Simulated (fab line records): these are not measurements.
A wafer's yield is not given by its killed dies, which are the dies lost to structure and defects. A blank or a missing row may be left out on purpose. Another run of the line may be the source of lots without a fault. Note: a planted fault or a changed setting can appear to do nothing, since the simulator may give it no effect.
fab line records	flow sky130	part 1 of 2: steps 1 to 23 of 32
record: lots: 5	wafers: 15	lastDay: 49
route steps=708 shown CONTACT@414 METAL1@434
lots that met no fault: taken from a fault-free run of the same line
startH: the number of hours between the record's first day and the start of the first shown wafer of the lot	waitH: hours since the lot's step before	" unchanged from the row above	L1.1+2: a single row standing in for several wafers	- no value, or no start given	* or withheld: withheld	< > ~ a bound
route shown NAME@n: a module of which the file shows steps, and the number in the route of the first	usual: mean/standard deviation taken from wafers without a fault	same: alike in all rows	chamber/n: place in a boat	sites: the reading at each site	_std_site: how widely they spread, as a standard deviation	_edge_site: inner sites' mean taken away from outer sites' mean	radiusMm: for every site, how far away it sits from the centre of the wafer	mask NAME#n: copy n	behind: the last tool/chamber to shape the wafer	hold: cause of the lot's hold/its duration in hours/its outcome	device: the transistor (n, p or np) that didn't switch	end of line: tests of these same wafers at the route's end	step lacking rows: just its recipe	killed: dies lost to structure and defects at the first sort, not the wafer's yield	map: a wafer's dies, marking killed ones x, the rest . and places with no die _
set.NAME: the setting that was run; set.NAME@STEP: the one run at that earlier step	model.NAME: the simulator's own value behind a step, which no gauge read
lots at some steps of the route; a table a step, a row a wafer
services: the hour from which a tool's chamber was out of use, counted from the record's first day as startH (under 0 if before that day), plus the number of hours and why
== steps ==
step: SKY_CONTACT_COAT_08
recipe: resist: BARC	tempC: withheld	timeS: withheld	spinRpm: 3000	resistThkNm: 60
usual: chillPlateTempC: *	spinSpeedRpm: 3000.2/2
lot.wafer	tool	chamber	startH	waitH	chillPlateTempC	spinSpeedRpm
L076.2	lithoTrack-02	0	727.74	0.1	*	2998.7
L076.4	"	0	"	"	*	3001.7
L076.5	"	0	"	"	*	3000.5
L077.2	lithoTrack-01	0	729.92	0.1	*	3000.5
L077.3	"	0	"	"	*	2997.3
L077.4	"	0	"	"	*	2999.9
L080.2	lithoTrack-03	0	775.88	0.1	*	3002.4
L080.3	"	0	"	"	*	2996.7
L080.6	"	0	"	"	*	3000.6
L081.4	lithoTrack-02	0	778.44	0.1	*	3000.3
L081.5	"	0	"	"	*	2999.9
L081.6	"	0	"	"	*	2999.5
L091.1	lithoTrack-01	0	848.89	0.1	*	3000.2
L091.2	"	0	"	"	*	3004.5
L091.4	"	0	"	"	*	3002.4
step: SKY_CONTACT_COAT_09
recipe: resist: KrF-thick	spinRpm: 3000	resistThkNm: 450
usual: chillPlateTempC: 23.01/0.11	spinSpeedRpm: 3000.0/2.1
lot.wafer	tool	chamber	startH	waitH	chillPlateTempC	spinSpeedRpm
L076.2	lithoTrack-02	0	-	-	23.03	3000.9
L076.4	"	0	"	"	23.19	3000.2
L076.5	"	0	"	"	23.20	3000.3
L077.2	lithoTrack-01	0	-	-	22.95	2999.8
L077.3	"	0	"	"	23.10	3003.8
L077.4	"	0	"	"	22.92	2997.1
L080.2	lithoTrack-03	0	-	-	23.12	2998.1
L080.3	"	0	"	"	23.05	3000.2
L080.6	"	0	"	"	23.11	3000.0
L081.4	lithoTrack-02	0	-	-	23.13	2998.1
L081.5	"	0	"	"	22.97	2999.3
L081.6	"	0	"	"	22.89	2997.9
L091.1	lithoTrack-01	0	-	-	23.04	3003.6
L091.2	"	0	"	"	23.01	3003.9
L091.4	"	0	"	"	23.02	2999.6
step: SKY_CONTACT_SOFTBAKE_10
recipe: tempC: 100	timeS: 90	resist: KrF-thick
usual: chillPlateTempC: 22.99/0.12
lot.wafer	tool	chamber	startH	waitH	chillPlateTempC
L076.2	lithoTrack-02	0	-	-	22.88
L076.4	"	0	"	"	22.87
L076.5	"	0	"	"	22.93
L077.2	lithoTrack-01	0	-	-	23.01
L077.3	"	0	"	"	22.98
L077.4	"	0	"	"	22.96
L080.2	lithoTrack-03	0	-	-	22.83
L080.3	"	0	"	"	23.00
L080.6	"	0	"	"	22.87
L081.4	lithoTrack-02	0	-	-	23.36
L081.5	"	0	"	"	23.21
L081.6	"	0	"	"	23.08
L091.1	lithoTrack-01	0	-	-	23.12
L091.2	"	0	"	"	23.01
L091.4	"	0	"	"	23.08
step: SKY_CONTACT_EXPOSE_11
recipe: maskId: CTM1	na: 0.8	sourceShape: annular	sigmaInner: 0.55	sigmaOuter: 0.85	targetCdNm: 170	doseMj: 38
same: sigmaInner: 0.55
lot.wafer	tool	chamber	startH	waitH	mask
L076.2+4+5	krfScanner-01	0	-	-	CTM1#0
L077.2+3+4	krfScanner-01	0	-	-	CTM1#0
L080.2+3+6	krfScanner-01	0	-	-	CTM1#0
L081.4+5+6	krfScanner-02	0	-	-	CTM1#0
L091.1+2+4	krfScanner-01	0	-	-	CTM1#0
step: SKY_CONTACT_PEB_12
recipe: pebTempC: withheld	pebTimeS: withheld	resist: KrF-thick
usual: chillPlateTempC: *
lot.wafer	tool	chamber	startH	waitH	chillPlateTempC
L076.2	lithoTrack-02	0	-	-	*
L076.4	"	0	"	"	*
L076.5	"	0	"	"	*
L077.2	lithoTrack-02	0	-	-	*
L077.3	"	0	"	"	*
L077.4	"	0	"	"	*
L080.2	lithoTrack-02	0	-	-	*
L080.3	"	0	"	"	*
L080.6	"	0	"	"	*
L081.4	lithoTrack-01	0	-	-	*
L081.5	"	0	"	"	*
L081.6	"	0	"	"	*
L091.1	lithoTrack-03	0	-	-	*
L091.2	"	0	"	"	*
L091.4	"	0	"	"	*
step: SKY_CONTACT_DEVELOP_13
recipe: developTimeS: 60	resist: KrF-thick	devTempC: 21
usual: chillPlateTempC: 22.99/0.096
lot.wafer	tool	chamber	startH	waitH	chillPlateTempC
L076.2	lithoTrack-02	0	-	-	23.03
L076.4	"	0	"	"	23.14
L076.5	"	0	"	"	23.09
L077.2	lithoTrack-02	0	-	-	22.93
L077.3	"	0	"	"	22.84
L077.4	"	0	"	"	22.81
L080.2	lithoTrack-02	0	-	-	22.95
L080.3	"	0	"	"	23.06
L080.6	"	0	"	"	23.05
L081.4	lithoTrack-01	0	-	-	23.09
L081.5	"	0	"	"	23.12
L081.6	"	0	"	"	23.11
L091.1	lithoTrack-03	0	-	-	23.12
L091.2	"	0	"	"	23.03
L091.4	"	0	"	"	22.91
step: SKY_CONTACT_CD_MEAS_14
recipe: targetCdNm: 170
usual: cdNm: 169.9/1.2
lot.wafer	tool	chamber	startH	waitH	cdNm
L076.2	cdSem-02	-	741.93	-	170.0
L076.4	"	-	"	"	169.9
L076.5	"	-	"	"	168.9
L077.2	cdSem-01	-	743.78	-	169.9
L077.3	"	-	"	"	171.4
L077.4	"	-	"	"	171.8
L080.2	cdSem-01	-	790.18	-	168.8
L080.3	"	-	"	"	168.8
L080.6	"	-	"	"	170.2
L081.4	cdSem-02	-	792.70	-	169.3
L081.5	"	-	"	"	170.0
L081.6	"	-	"	"	170.5
L091.1	cdSem-01	-	862.10	-	169.3
L091.2	"	-	"	"	168.6
L091.4	"	-	"	"	168.5
step: SKY_CONTACT_OVL_MEAS_15
usual: CONTACT_OVL: 1/5.5
lot.wafer	tool	chamber	startH	waitH	CONTACT_OVL[nm]
L076.2	overlay-02	-	742.04	0.1	-2
L076.4	"	-	"	"	-7
L076.5	"	-	"	"	-9
L077.2	overlay-01	-	743.89	0.1	-4
L077.3	"	-	"	"	-3
L077.4	"	-	"	"	-4
L080.2	overlay-02	-	790.29	0.1	-3
L080.3	"	-	"	"	0
L080.6	"	-	"	"	1
L081.4	overlay-01	-	792.78	0.1	5
L081.5	"	-	"	"	3
L081.6	"	-	"	"	0
L091.1	overlay-02	-	862.22	0.1	1
L091.2	"	-	"	"	-4
L091.4	"	-	"	"	5
step: SKY_CONTACT_ETCH_16
recipe: chemistry: N2/H2	target: BARC	ionEnergyEv: 200	sourceW: 500	biasW: 100	pressureMtorr: 30	n2FlowSccm: 100	h2FlowSccm: 200	stopOn: SiO2	timeS: 45.9	targetDepthA: 600
usual: drypumpMotorCurrentA: 5.6/0.35	n2FlowSccm: 99.96/0.29	oesProductAu: 0.854/0.0044	rfFwdPowerW: 494.9/1.9	throttleValvePct: 13.225/0.0093
lot.wafer	tool	chamber	startH	waitH	drypumpMotorCurrentA	n2FlowSccm	oesProductAu	rfFwdPowerW	rfHoursCounterH	throttleValvePct
L076.2	rieDiel-04	1	742.07	0.0	5.2	99.97	0.863	495.8	6	13.221
L076.4	"	2	"	"	5.9	100.33	0.853	498.1	31	13.221
L076.5	"	2	"	"	5.9	99.86	0.852	494.8	-	13.215
L077.2	rieDiel-04	3	743.92	0.0	5.4	100.04	0.855	490.4	43	13.219
L077.3	"	0	"	"	5.7	100.24	0.855	496.8	43	13.226
L077.4	"	1	"	"	5.1	99.70	0.851	494.3	6	13.209
L080.2	rieDiel-01	0	790.32	0.0	5.8	100.58	0.856	496.8	52	13.216
L080.3	"	3	"	"	6.5	99.77	0.854	496.0	3	13.216
L080.6	"	0	"	"	5.8	99.97	0.855	494.9	-	13.218
L081.4	rieDiel-04	1	792.82	0.0	5.1	99.59	0.852	496.6	-	13.227
L081.5	"	2	"	"	5.9	99.55	0.851	492.5	-	13.226
L081.6	"	3	"	"	5.4	100.04	0.854	493.4	-	13.223
L091.1	rieDiel-03	2	862.26	0.0	5.4	99.73	0.854	498.0	13	13.231
L091.2	"	1	"	"	5.4	100.11	0.859	491.9	24	13.227
L091.4	"	0	"	"	5.6	99.98	0.858	496.5	24	13.228
step: SKY_CONTACT_ETCH_17
recipe: target: SiO2	chemistry: C4F8/O2/Ar	stopOn: Si3N4	maskMaterial: KrF-thick	sourceW: 1500	biasW: 1200	pressureMtorr: 40	c4f8FlowSccm: withheld	O2_flow_sccm: 6	Ar_flow_sccm: 300	timeS: withheld	targetDepthA: 3400
usual: oesProductAu: 0.893/0.0049	rfFwdPowerW: 1487/5.4
lot.wafer	tool	chamber	startH	waitH	oesProductAu	rfFwdPowerW
L076.2	rieDiel-04	1	742.11	0.0	0.899	1489
L076.4	"	2	"	"	0.888	1485
L076.5	"	2	"	"	0.883	1489
L077.2	rieDiel-04	3	743.96	0.0	0.884	1477
L077.3	"	0	"	"	0.891	1480
L077.4	"	1	"	"	0.888	1489
L080.2	rieDiel-01	0	790.36	0.0	0.888	1493
L080.3	"	3	"	"	0.894	1490
L080.6	"	0	"	"	0.896	1499
L081.4	rieDiel-04	1	792.87	0.0	0.898	1489
L081.5	"	2	"	"	0.900	1489
L081.6	"	3	"	"	0.900	1482
L091.1	rieDiel-03	2	862.30	0.0	0.893	1485
L091.2	"	1	"	"	0.892	1485
L091.4	"	0	"	"	0.894	1481
step: SKY_CONTACT_ETCH_18
recipe: target: Si3N4	chemistry: CHF3/O2	stopOn: TiN	sourceW: 600	biasW: 200	pressureMtorr: 40	chf3FlowSccm: 50	O2_flow_sccm: 5	timeS: 39	targetDepthA: 750
usual: drypumpMotorCurrentA: 5.6/0.35	oesProductAu: 0.853/0.0079	rfFwdPowerW: 593.3/2.1	throttleValvePct: 8.792/0.0087
lot.wafer	tool	chamber	startH	waitH	drypumpMotorCurrentA	oesProductAu	rfFwdPowerW	rfHoursCounterH	throttleValvePct
L076.2	rieDiel-04	1	-	-	5.1	0.856	593.7	6	8.787
L076.4	"	2	"	"	5.9	0.862	593.5	31	8.776
L076.5	"	2	"	"	5.9	0.862	590.7	-	8.780
L077.2	rieDiel-04	3	-	-	5.3	0.847	590.9	43	8.787
L077.3	"	0	"	"	5.7	0.840	595.6	43	8.780
L077.4	"	1	"	"	5.1	0.857	595.8	6	8.781
L080.2	rieDiel-01	0	-	-	5.7	0.854	598.9	52	8.787
L080.3	"	3	"	"	6.5	0.853	592.2	3	8.779
L080.6	"	0	"	"	5.7	0.855	596.0	-	8.787
L081.4	rieDiel-04	1	-	-	5.1	0.860	596.7	-	8.799
L081.5	"	2	"	"	5.9	0.855	591.9	-	8.785
L081.6	"	3	"	"	5.4	0.852	592.5	-	8.798
L091.1	rieDiel-03	2	-	-	5.3	0.857	595.0	13	8.784
L091.2	"	1	"	"	5.4	0.863	592.7	24	8.789
L091.4	"	0	"	"	5.6	0.861	591.9	24	8.796
step: SKY_CONTACT_STRIP_19
recipe: chemistry: O2/N2	powerW: 1400	pressureMtorr: 1500	platenTempC: withheld	o2FlowSccm: 3000	n2FlowSccm: 300	overashFraction: 0.5
usual: drypumpMotorCurrentA: 5.8/0.38	n2FlowSccm: 300.1/0.95	oesProductAu: 0.381/0.0047	stripTimeToEndpointS: 3.613/0.023
lot.wafer	tool	chamber	startH	waitH	drypumpMotorCurrentA	n2FlowSccm	oesProductAu	rfHoursCounterH	stripTimeToEndpointS
L076.2	plasmaAsher-04	0	742.20	-	6.3	299.0	0.385	91	3.589
L076.4	"	1	"	"	5.2	299.4	0.384	-	3.583
L076.5	"	0	"	"	6.2	298.6	0.379	-	3.593
L077.2	plasmaAsher-03	1	744.05	-	6.0	299.3	0.377	0	3.612
L077.3	"	1	"	"	6.0	299.2	0.387	-	3.640
L077.4	"	0	"	"	6.0	298.4	0.377	-	3.604
L080.2	plasmaAsher-02	1	790.45	-	5.5	298.1	0.380	35	3.590
L080.3	"	1	"	"	5.5	299.5	0.382	-	3.588
L080.6	"	0	"	"	5.2	299.5	0.383	-	3.583
L081.4	plasmaAsher-03	1	792.96	-	6.0	300.4	0.387	-	3.577
L081.5	"	1	"	"	6.0	302.0	0.377	-	3.621
L081.6	"	0	"	"	6.0	300.2	0.375	-	3.674
L091.1	plasmaAsher-03	1	862.39	-	6.0	301.6	0.379	13	3.625
L091.2	"	0	"	"	6.0	299.2	0.376	13	3.613
L091.4	"	1	"	"	6.0	300.5	0.378	-	3.593
step: SKY_CONTACT_STRIP_20
recipe: chemistry: postEtchResidueRemover	timeS: 1200	tempC: 72.5
usual: bathHeatDutyPct: 14.5/1.3
lot.wafer	tool	chamber	startH	waitH	bathHeatDutyPct
L076.2	wetBench-04	0	742.30	0.1	14.2
L076.4	"	0	"	"	15.1
L076.5	"	0	"	"	14.0
L077.2	wetBench-02	2	744.15	0.1	13.4
L077.3	"	2	"	"	12.7
L077.4	"	2	"	"	13.1
L080.2	wetBench-04	0	790.55	0.1	15.3
L080.3	"	0	"	"	13.6
L080.6	"	0	"	"	13.5
L081.4	wetBench-02	3	793.03	0.0	11.5
L081.5	"	3	"	"	13.9
L081.6	"	3	"	"	13.8
L091.1	wetBench-04	0	862.49	0.1	14.3
L091.2	"	0	"	"	14.1
L091.4	"	0	"	"	15.2
step: SKY_CONTACT_CLEAN_21
recipe: chemistry: IPA	timeS: 180	tempC: 25
usual: bathHeatDutyPct: 6.3/0.57
lot.wafer	tool	chamber	startH	waitH	bathHeatDutyPct
L076.2	wetBench-02	0	742.64	0.0	5.9
L076.4	"	0	"	"	6.3
L076.5	"	0	"	"	6.3
L077.2	wetBench-02	3	744.49	0.0	5.9
L077.3	"	3	"	"	5.7
L077.4	"	3	"	"	5.4
L080.2	wetBench-03	2	790.89	0.0	7.0
L080.3	"	2	"	"	7.1
L080.6	"	2	"	"	7.5
L081.4	wetBench-04	3	793.37	0.0	7.2
L081.5	"	3	"	"	6.2
L081.6	"	3	"	"	6.6
L091.1	wetBench-02	0	862.83	0.0	6.6
L091.2	"	0	"	"	6.1
L091.4	"	0	"	"	6.4
step: SKY_CONTACT_CLEAN_22
recipe: chemistry: O3/DIW	dry: n2Spin
lot.wafer	tool	chamber	startH	waitH
L076.2+4+5	wetBench-02	1	742.70	0.0
L077.2+3+4	wetBench-02	0	744.55	0.0
L080.2+3+6	wetBench-02	0	791.02	0.0
L081.4+5+6	wetBench-02	2	793.43	0.0
L091.1+2+4	wetBench-03	1	862.89	0.0
step: SKY_CONTACT_SPUTTER_23
recipe: material: TiN	targetThkNm: 20	chamberPressurePa: 5	powerW: 4000	timeS: 80
usual: throttleValvePct: 30.2/1.4
lot.wafer	tool	chamber	startH	waitH	throttleValvePct
L076.2	pvdSputter-04	-	742.79	0.0	30.7
L076.4	"	-	"	"	32.8
L076.5	"	-	"	"	28.6
L077.2	pvdSputter-03	-	744.64	0.0	30.6
L077.3	"	-	"	"	29.1
L077.4	"	-	"	"	29.2
L080.2	pvdSputter-03	-	791.11	0.0	29.5
L080.3	"	-	"	"	30.9
L080.6	"	-	"	"	32.1
L081.4	pvdSputter-04	-	793.52	0.0	28.4
L081.5	"	-	"	"	32.9
L081.6	"	-	"	"	30.0
L091.1	pvdSputter-04	-	862.99	0.0	29.8
L091.2	"	-	"	"	30.8
L091.4	"	-	"	"	28.7
step: SKY_CONTACT_CVD_24
recipe: material: W	targetThkNm: 340	timeS: 102.12	tempC: 400	pressureTorr: 40
usual: heaterPowerOuterW: 537/48	heaterPowerW: 860/55
lot.wafer	tool	chamber	startH	waitH	heaterPowerOuterW	heaterPowerW
L076.2	cvdW-01	0	742.85	0.0	501	819
L076.4	"	0	"	"	507	822
L076.5	"	1	"	"	514	800
L077.2	cvdW-01	0	744.70	0.0	503	816
L077.3	"	1	"	"	482	773
L077.4	"	0	"	"	495	817
L080.2	cvdW-01	0	791.17	0.0	515	825
L080.3	"	0	"	"	508	820
L080.6	"	1	"	"	500	807
L081.4	cvdW-02	1	793.62	0.1	615	938
L081.5	"	0	"	"	527	868
L081.6	"	1	"	"	622	951
L091.1	cvdW-02	1	863.05	0.0	604	957
L091.2	"	0	"	"	523	846
L091.4	"	1	"	"	615	943
step: SKY_CONTACT_RS_MEAS_25
recipe: thkMeasGauge: four-point-probe	reads: W_of_CONTACT_CVD_24+TiN_of_CONTACT_SPUTTER_23
usual: CONTACT_W_RS: 0.337/0.0047
lot.wafer	tool	chamber	startH	waitH	CONTACT_W_RS[ohm/sq]
L076.2	filmMetro-02	-	742.98	0.1	0.342
L076.4	"	-	"	"	0.338
L076.5	"	-	"	"	0.325
L077.2	filmMetro-02	-	744.83	0.1	0.342
L077.3	"	-	"	"	0.331
L077.4	"	-	"	"	0.339
L080.2	filmMetro-03	-	791.30	0.1	0.338
L080.3	"	-	"	"	0.339
L080.6	"	-	"	"	0.330
L081.4	filmMetro-02	-	793.75	0.1	0.339
L081.5	"	-	"	"	0.340
L081.6	"	-	"	"	0.339
L091.1	filmMetro-04	-	863.16	0.1	0.335
L091.2	"	-	"	"	0.335
L091.4	"	-	"	"	0.338
step: SKY_CONTACT_THK_MEAS_26
recipe: thkMeasGauge: xrf	reads: W_of_CONTACT_CVD_24
usual: CONTACT_W_THK: 352/6.7
lot.wafer	tool	chamber	startH	waitH	CONTACT_W_THK[nm]
L076.2	filmMetro-02	-	743.09	0.1	341
L076.4	"	-	"	"	347
L076.5	"	-	"	"	358
L077.2	filmMetro-02	-	744.94	0.1	338
L077.3	"	-	"	"	349
L077.4	"	-	"	"	340
L080.2	filmMetro-03	-	791.41	0.1	354
L080.3	"	-	"	"	355
L080.6	"	-	"	"	361
L081.4	filmMetro-02	-	793.84	0.1	342
L081.5	"	-	"	"	340
L081.6	"	-	"	"	345
L091.1	filmMetro-04	-	863.28	0.1	355
L091.2	"	-	"	"	355
L091.4	"	-	"	"	355
step: SKY_CONTACT_CMP_27
recipe: stopOn: SiO2	tOverpolishS: 15	downForcePsi: 3.5	platenRpm: 60	targetThkNm: 0	padVelocityMS: 0.94248
usual: headPressurePsi: 3.501/0.0077	motorCurrentA: 11.3/1.1	overpolishRunS: 15.000/0.0095	retainingRingPressureFrac: 1.000/0.005	timeToEndpointS: 82/3.4
lot.wafer	tool	chamber	startH	waitH	headPressurePsi	motorCurrentA	overpolishRunS	retainingRingPressureFrac	timeToEndpointS
L076.2	cmp-02	1	743.24	0.1	3.492	10.1	15.012	0.997	77
L076.4	"	2	"	"	3.499	11.1	15.001	1.002	79
L076.5	"	0	"	"	3.510	13.0	15.000	0.999	82
L077.2	cmp-01	0	745.04	0.1	3.513	9.9	15.013	0.998	83
L077.4	"	1	"	"	3.514	11.3	14.999	1.003	81
L077.3	"	2	"	"	3.490	10.3	14.996	1.001	82
L080.3	cmp-02	3	791.51	0.1	3.495	11.9	14.998	0.999	83
L080.2	"	1	"	"	3.517	10.7	15.004	0.990	85
L080.6	"	2	"	"	3.495	10.9	15.024	0.997	84
L081.4	cmp-01	0	793.87	0.0	3.491	9.7	15.004	0.992	86
L081.5	"	0	"	"	3.500	10.1	14.987	0.991	89
L081.6	"	1	"	"	3.497	11.4	15.005	0.991	83
L091.2	cmp-01	0	863.34	0.0	3.503	10.4	15.005	1.003	89
L091.1	"	1	"	"	3.497	10.7	15.002	1.006	85
L091.4	"	3	"	"	3.502	12.9	15.008	0.996	86
step: SKY_METAL1_SPUTTER_00
recipe: material: Ti	targetThkNm: 15	powerW: 3000	timeS: 10	chamberPressurePa: 0.4
usual: throttleValvePct: 30.0/1.1
lot.wafer	tool	chamber	startH	waitH	throttleValvePct
L076.2	pvdSputter-03	-	743.44	0.1	31.9
L076.4	"	-	"	"	29.0
L076.5	"	-	"	"	29.1
L077.2	pvdSputter-01	-	745.29	0.2	31.1
L077.3	"	-	"	"	28.7
L077.4	"	-	"	"	29.4
L080.2	pvdSputter-01	-	791.76	0.1	29.4
L080.3	"	-	"	"	31.3
L080.6	"	-	"	"	29.1
L081.4	pvdSputter-03	-	794.17	0.2	30.9
L081.5	"	-	"	"	30.5
L081.6	"	-	"	"	29.7
L091.1	pvdSputter-03	-	863.64	0.2	29.3
L091.2	"	-	"	"	29.2
L091.4	"	-	"	"	31.9
step: SKY_METAL1_SPUTTER_01
recipe: material: TiN	targetThkNm: 20	powerW: 6500	timeS: 16.7	chamberPressurePa: 0.4
usual: throttleValvePct: 30.0/1
lot.wafer	tool	chamber	startH	waitH	throttleValvePct
L076.2	pvdSputter-03	-	743.46	0.0	32.0
L076.4	"	-	"	"	29.3
L076.5	"	-	"	"	29.1
L077.2	pvdSputter-01	-	745.32	0.0	30.6
L077.3	"	-	"	"	28.9
L077.4	"	-	"	"	29.0
L080.2	pvdSputter-01	-	791.78	0.0	29.4
L080.3	"	-	"	"	30.9
L080.6	"	-	"	"	28.9
L081.4	pvdSputter-03	-	794.19	0.0	30.8
L081.5	"	-	"	"	30.5
L081.6	"	-	"	"	29.4
L091.1	pvdSputter-03	-	863.66	0.0	29.3
L091.2	"	-	"	"	29.1
L091.4	"	-	"	"	32.0
step: SKY_METAL1_SPUTTER_02
recipe: material: AlCu	targetThkNm: 250	powerW: 10600	timeS: 13.3	chamberPressurePa: 0.4
usual: throttleValvePct: 30.0/1
lot.wafer	tool	chamber	startH	waitH	throttleValvePct
L076.2	pvdSputter-03	-	743.49	0.0	31.8
L076.4	"	-	"	"	29.2
L076.5	"	-	"	"	29.3
L077.2	pvdSputter-01	-	745.34	0.0	31.2
L077.3	"	-	"	"	28.6
L077.4	"	-	"	"	29.4
L080.2	pvdSputter-01	-	791.81	0.0	29.3
L080.3	"	-	"	"	31.2
L080.6	"	-	"	"	28.8
L081.4	pvdSputter-03	-	794.22	0.0	30.6
L081.5	"	-	"	"	30.6
L081.6	"	-	"	"	29.3
L091.1	pvdSputter-03	-	863.69	0.0	29.5
L091.2	"	-	"	"	29.0
L091.4	"	-	"	"	32.0
